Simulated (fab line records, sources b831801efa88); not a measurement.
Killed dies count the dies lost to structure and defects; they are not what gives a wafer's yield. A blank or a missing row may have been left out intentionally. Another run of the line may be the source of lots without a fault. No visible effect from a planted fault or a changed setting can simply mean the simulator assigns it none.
fab line records	flow gf180mcu	part 2 of 2: steps 32 to 42 of 42
record lots=5	wafers=15	last_day=34
route steps=602 shown MIM@505 M5@526 V5@540
lots that met no fault: taken from a fault-free run of the same line
start_h: hours from the record's first day to the start of the lot's first wafer shown	wait_h: hours since the lot's step before	" the same as in the row above	L1.1+2: a row that stands for several wafers	- either no value or no given start	* or withheld: withheld	< > ~ a bound
route shown NAME@n: names a module that has steps shown in the file, with the first one's number in the route	usual: mean/standard deviation taken from wafers without a fault	same: alike in all rows	chamber/n: place in a boat	sites: each site's reading	_std_site: the standard deviation of these	_edge_site: inner sites' mean taken away from outer sites' mean	radius_mm: for every site, how far away it sits from the centre of the wafer	mask NAME#n: copy n	behind: the tool/chamber that last shaped the wafer	hold: why the lot went on hold/how many hours it stayed there/how the hold came to an end	device: transistor that didn't switch, given as n, p or np	end of line: the route-end tests of the same wafers	where a step has no rows: the recipe by itself	killed: not the wafer's yield, but the dies lost to structure and defects at the first sort	map: dies across one wafer; x = killed, . = not, _ = none there
set.NAME: the setting as run; set.NAME@STEP: as run at that earlier step	model.NAME: the simulator's own value behind a step, which no gauge read
a table for each step, a row for each wafer; lots at some steps of the route
services: when a tool's chamber went out of use (start_h, in hours from the record's first day, below 0 if earlier), for how many hours, and the reason
## steps
# step GF_M5_METAL_ETCH_10
# recipe chemistry=Cl2/BCl3	mask_material=KrF	target_depth_nm=750.8	stop_on=SiO2	pressure_mtorr=8	icp_w=800	bias_w=140	Cl2_flow_sccm=80	bcl3_flow_sccm=40	time_s=125.1
# usual drypump_motor_current_A=5.8/0.34	mfc_cl2_sccm=80.02/0.22	oes_product_au=0.990/0.0058	throttle_valve_pct=28.229/0.01
lot.wafer	tool	chamber	start_h	wait_h	drypump_motor_current_A	mfc_cl2_sccm	oes_product_au	rf_hours_counter_h	throttle_valve_pct
L078.2	rie_metal-01	1	639.20	0.0	5.6	79.92	0.990	3	28.236
L078.4	"	0	"	"	6.3	79.62	0.992	-	28.213
L078.5	"	0	"	"	6.3	79.96	0.999	-	28.216
L090.1	rie_metal-01	1	722.15	0.0	5.6	79.87	0.988	6	28.240
L090.2	"	0	"	"	6.3	79.80	0.993	15	28.227
L090.4	"	0	"	"	6.3	80.08	1.002	-	28.220
L092.1	rie_metal-01	0	731.01	0.0	6.4	80.02	0.999	15	28.226
L092.2	"	1	"	"	5.6	79.35	0.992	7	28.232
L092.6	"	0	"	"	6.4	80.03	0.991	-	28.222
L093.2	rie_metal-03	1	741.81	0.0	6.0	79.74	0.989	11	28.236
L093.3	"	1	"	"	6.0	79.81	0.984	-	28.241
L093.4	"	0	"	"	5.5	80.08	0.995	-	28.242
L096.1	rie_metal-01	1	759.85	0.0	5.6	80.26	0.996	9	28.217
L096.2	"	1	"	"	5.6	80.27	0.982	-	28.252
L096.6	"	1	"	"	5.6	80.22	0.997	-	28.241
# step GF_M5_STRIP_11
# recipe chemistry=O2/N2	power_w=1400	pressure_mtorr=1500	platen_temp_c=250	o2_flow_sccm=3000	n2_flow_sccm=300	overash_fraction=0.5
# usual drypump_motor_current_A=5.9/0.58	heater_power_w=329/47	oes_product_au=0.524/0.0049	strip_time_to_endpoint_s=7.06/0.048
lot.wafer	tool	chamber	start_h	wait_h	drypump_motor_current_A	heater_power_w	oes_product_au	rf_hours_counter_h	strip_time_to_endpoint_s
L078.2	plasma_asher-01	1	639.33	0.1	4.7	291	0.517	23	7.04
L078.4	"	0	"	"	6.6	405	0.516	-	6.98
L078.5	"	1	"	"	4.6	311	0.513	-	6.96
L090.1	plasma_asher-03	0	722.28	0.1	6.0	270	0.522	106	7.11
L090.2	"	1	"	"	6.1	300	0.519	106	7.02
L090.4	"	1	"	"	6.1	306	0.516	-	7.02
L092.1	plasma_asher-03	1	731.14	0.1	6.2	298	0.523	107	6.97
L092.2	"	0	"	"	6.0	271	0.520	107	7.03
L092.6	"	0	"	"	6.0	265	0.517	-	6.99
L093.2	plasma_asher-02	1	741.94	0.1	6.1	337	0.523	95	7.10
L093.3	"	0	"	"	5.6	384	0.525	-	7.07
L093.4	"	1	"	"	6.2	341	0.533	-	7.02
L096.1	plasma_asher-02	1	760.11	0.2	6.2	333	0.527	97	7.10
L096.2	"	0	"	"	5.6	379	0.522	97	7.15
L096.6	"	1	"	"	6.2	336	0.526	-	7.16
# step GF_M5_STRIP_12
# recipe chemistry=post_etch_residue_remover	time_s=1200	temp_c=72.5
lot.wafer	tool	chamber	start_h	wait_h
L078.2+4+5	wet_bench-04	0	639.43	0.1
L090.1+2+4	wet_bench-04	3	722.38	0.1
L092.1+2+6	wet_bench-04	2	731.24	0.1
L093.2+3+4	wet_bench-04	1	742.04	0.1
L096.1+2+6	wet_bench-01	1	760.21	0.1
# step GF_M5_CLEAN_13
# recipe chemistry=DIW	dry=n2_spin
lot.wafer	tool	chamber	start_h	wait_h
L078.2+4+5	wet_bench-02	2	639.77	0.0
L090.1+2+4	wet_bench-02	0	722.72	0.0
L092.1+2+6	wet_bench-02	1	731.58	0.0
L093.2+3+4	wet_bench-01	1	742.41	0.0
L096.1+2+6	wet_bench-04	2	760.89	0.0
# step GF_V5_CVD_00
# recipe material=SiO2	target_thk_nm=300	sigma_open_frac=0.3	temp_c=400	time_s=50	sih4_flow_sccm=60	pressure_mtorr=6
lot.wafer	tool	chamber	start_h	wait_h
L078.2+4+5	hdpcvd-02	2,2,1	639.87	0.0
L090.1+2+4	hdpcvd-01	2,0,1	722.82	0.0
L092.1+2+6	hdpcvd-02	2,0,2	731.67	0.0
L093.2+3+4	hdpcvd-01	1,2,2	742.50	0.0
L096.1+2+6	hdpcvd-01	1,0,2	760.99	0.0
# step GF_V5_THK_MEAS_01
# recipe reads=SiO2_of_V5_CVD_00
# usual V5_CVD_00_THK=301/3.1
lot.wafer	tool	chamber	start_h	wait_h	V5_CVD_00_THK[nm]
L078.2	film_metro-04	-	639.93	0.0	299
L078.4	"	-	"	"	301
L078.5	"	-	"	"	302
L090.1	film_metro-01	-	722.86	0.0	302
L090.2	"	-	"	"	293
L090.4	"	-	"	"	299
L092.1	film_metro-01	-	731.72	0.0	301
L092.2	"	-	"	"	299
L092.6	"	-	"	"	306
L093.2	film_metro-01	-	742.56	0.0	303
L093.3	"	-	"	"	298
L093.4	"	-	"	"	304
L096.1	film_metro-04	-	761.03	0.0	300
L096.2	"	-	"	"	302
L096.6	"	-	"	"	305
# step GF_V5_CVD_02
# recipe material=SiO2	target_thk_nm=1450	precursor=TEOS	temp_c=400	time_s=163.28	rf_w=600
# usual heater_power_w=672/100
lot.wafer	tool	chamber	start_h	wait_h	heater_power_w
L078.2	pecvd-01	2	639.98	0.0	732
L078.4	"	1	"	"	634
L078.5	"	0	"	"	621
L090.1	pecvd-01	1	722.92	0.1	634
L090.2	"	0	"	"	697
L090.4	"	2	"	"	735
L092.1	pecvd-01	0	731.78	0.1	697
L092.2	"	1	"	"	636
L092.6	"	0	"	"	763
L093.2	pecvd-02	2	742.61	0.0	522
L093.3	"	0	"	"	631
L093.4	"	1	"	"	598
L096.1	pecvd-04	2	761.09	0.1	651
L096.2	"	1	"	"	724
L096.6	"	1	"	"	748
# step GF_V5_THK_MEAS_03
# recipe reads=SiO2_of_V5_CVD_02
# usual V5_CVD_02_THK=1447/18
lot.wafer	tool	chamber	start_h	wait_h	V5_CVD_02_THK[nm]
L078.2	film_metro-03	-	640.09	0.1	1446
L078.4	"	-	"	"	1481
L078.5	"	-	"	"	1473
L090.1	film_metro-01	-	723.03	0.1	1398
L090.2	"	-	"	"	1428
L090.4	"	-	"	"	1441
L092.1	film_metro-01	-	731.90	0.1	1437
L092.2	"	-	"	"	1427
L092.6	"	-	"	"	1459
L093.2	film_metro-01	-	742.73	0.1	1431
L093.3	"	-	"	"	1442
L093.4	"	-	"	"	1453
L096.1	film_metro-03	-	761.20	0.1	1436
L096.2	"	-	"	"	1420
L096.6	"	-	"	"	1460
# step GF_V5_CMP_04
# recipe material=SiO2	down_force_psi=4	platen_rpm=60	pad_velocity_m_s=0.94248
# usual motor_current_A=12.9/1.2
lot.wafer	tool	chamber	start_h	wait_h	motor_current_A
L078.4	cmp-02	2	640.26	0.1	13.2
L078.2	"	0	"	"	12.1
L078.5	"	1	"	"	13.5
L090.1	cmp-02	0	723.14	0.1	11.5
L090.2	"	1	"	"	14.4
L090.4	"	2	"	"	14.5
L092.2	cmp-02	2	731.96	0.0	14.3
L092.1	"	3	"	"	11.6
L092.6	"	3	"	"	12.3
L093.4	cmp-02	1	742.83	0.1	14.4
L093.3	"	2	"	"	14.4
L093.2	"	3	"	"	11.8
L096.2	cmp-02	1	761.31	0.1	15.2
L096.1	"	3	"	"	11.6
L096.6	"	1	"	"	14.5
# step GF_V5_BOW_MEAS_05
# recipe mode=bow
# usual V5_BOW=135/9.2
lot.wafer	tool	chamber	start_h	wait_h	V5_BOW[um]
L078.2	film_metro-04	-	640.53	0.1	134
L078.4	"	-	"	"	141
L078.5	"	-	"	"	138
L090.1	film_metro-03	-	723.39	0.2	145
L090.2	"	-	"	"	145
L090.4	"	-	"	"	140
L092.1	film_metro-03	-	732.26	0.2	150
L092.2	"	-	"	"	140
L092.6	"	-	"	"	152
L093.2	film_metro-03	-	743.10	0.1	126
L093.3	"	-	"	"	135
L093.4	"	-	"	"	122
L096.1	film_metro-03	-	761.56	0.1	129
L096.2	"	-	"	"	135
L096.6	"	-	"	"	119
# step GF_V5_DEHYDRATE_06
# recipe temp_c=200	time_s=60
lot.wafer	tool	chamber	start_h	wait_h
L078.2+4+5	litho_track-04	0	649.75	9.2
L090.1+2+4	litho_track-03	0	731.49	8.1
L092.1+2+6	litho_track-03	0	741.04	8.8
L093.2+3+4	litho_track-02	0	750.84	7.7
L096.1+2+6	litho_track-04	0	768.67	7.1
## services
tool	chamber	start_h	hours	kind
pecvd-03	1	578.96	5.1	repair
krf_scanner-02	-	581.21	1.0	pm
krf_scanner-02	-	582.43	4.4	pm
cmp-02	-	590.11	5.5	pm
pecvd-01	-	591.12	14.0	pm
krf_scanner-02	-	593.01	0.8	pm
wet_bench-02	-	601.76	2.3	repair
pecvd-03	1	609.12	2.5	repair
pecvd-03	-	610.06	0.7	repair
hdpcvd-01	-	616.36	2.8	pm
hdpcvd-01	-	633.76	1.5	repair
pvd_sputter-02	-	636.00	1.7	repair
iline_stepper-01	-	644.71	1.7	pm
cmp-02	-	651.86	0.5	repair
cmp-02	-	653.28	4.9	pm
pvd_sputter-02	-	660.21	3.0	repair
pecvd-01	-	666.65	2.8	pm
cmp-02	-	674.08	1.4	repair
cmp-02	-	713.57	4.6	repair
pvd_sputter-03	-	723.22	2.3	repair
cmp-02	-	726.64	4.0	pm
pvd_sputter-01	-	756.06	4.2	repair
iline_stepper-01	-	759.95	2.1	pm
pvd_sputter-02	-	766.89	2.1	repair
